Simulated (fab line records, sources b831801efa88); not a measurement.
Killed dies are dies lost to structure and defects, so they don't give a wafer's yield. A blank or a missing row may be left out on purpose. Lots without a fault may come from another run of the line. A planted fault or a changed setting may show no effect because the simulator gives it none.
A struck lot beside a sound one | flow gf180mcu | 15 steps out of a route of 602
Sound: wafers L498.2, L498.4, L498.6. Struck: wafer L510.4. (L510.5, L510.6 of the same lot were not struck and are left out.) The cause comes at the end.
At each step with rows: each side's tool, then ch and its chambers, then its first start. Under that, the readings that differ: sound wafers | struck wafers | difference of the means | sigmas: that difference in standard deviations of wafers without a fault.
alike: readings whose means differ by less than 2 such deviations, and words and numbers that are the same on both sides. not compared: withheld readings, readings that some wafer has no value for, bounds like >300 that may hide the same value, and numbers for which the record gives no deviation and whose values overlap.
The two part at a step that has a row with sigmas, a row that says differs or no value, or rows on one side only. Numbers that don't overlap but have no deviation are shown without sigmas and don't part them. A reading that every wafer of one side lacks parts them only if that side has two wafers or more.

first, 5 steps without rows for these wafers: GF_V5_COAT_09 (resist thk 1000 nm); GF_V5_SOFTBAKE_10 (time 60 s); GF_V5_EXPOSE_11 (exposes mask Via5, target cd 260 nm); GF_V5_PEB_12 (peb time 90 s); GF_V5_DEVELOP_13 (develop time 60 s).
GF_V5_CD_MEAS_14: target cd 260 nm.
  sound on cd_sem-02, day 29 22:36; struck on cd_sem-01, day 33 05:11
  alike: cd_nm
GF_V5_OVL_MEAS_15:
  sound on overlay-01, day 29 22:43; struck on overlay-02, day 33 05:16
  alike: V5_OVL
GF_V5_ETCH_16: etches BARC in N2/H2.
  sound on rie_diel-03 ch 2,3, day 29 22:44; struck on rie_diel-02 ch 1, day 33 05:17
  alike: drypump_motor_current_A, oes_product_au, throttle_valve_pct
GF_V5_ETCH_17: etches SiO2 in C4F8/O2/Ar, stops on TiN, target depth 855 nm.
  sound on rie_diel-03 ch 2,3; struck on rie_diel-02 ch 1
  alike: oes_product_au
GF_V5_STRIP_18: strips in O2/N2.
  sound on plasma_asher-01 ch 0, day 29 22:53; struck on plasma_asher-02 ch 1, day 33 05:28
  reading                     | sound       | struck | difference | sigmas
  drypump_motor_current_A (A) | 5.0 5.0 4.9 | 6.2    | +1.2       | +3
  alike: heater_power_w, oes_product_au, platen_temp_c
  not compared: rf_hours_counter_h
then, 2 steps without rows for these wafers: GF_V5_STRIP_19 (strips in post etch residue remover, time 1200 s); GF_V5_CLEAN_20 (cleans in DIW).
GF_V5_SPUTTER_21: material Ti, target thk 15 nm, time 80.02 s.
  sound on pvd_sputter-02, day 29 23:25; struck on pvd_sputter-02, day 33 05:58
  reading                               | sound             | struck | difference | sigmas
  model.Ti_of_V5_SPUTTER_21.thk_nm (nm) | 14.73 15.19 15.12 | 9.25   | -5.76      |
  alike: throttle_valve_pct
GF_V5_SPUTTER_22: material TiN, target thk 10 nm, time 40 s.
  sound on pvd_sputter-02, day 29 23:29; struck on pvd_sputter-02, day 33 06:02
  alike: throttle_valve_pct
GF_PASSIVATION_PROBE_99:
  the record has rows for the sound wafers here (prober-02, day 31 15:55) and none for the struck ones

WHERE THEY PART
First at GF_V5_STRIP_18; last, within this record, at GF_PASSIVATION_PROBE_99.

WHY: what the simulator had put in
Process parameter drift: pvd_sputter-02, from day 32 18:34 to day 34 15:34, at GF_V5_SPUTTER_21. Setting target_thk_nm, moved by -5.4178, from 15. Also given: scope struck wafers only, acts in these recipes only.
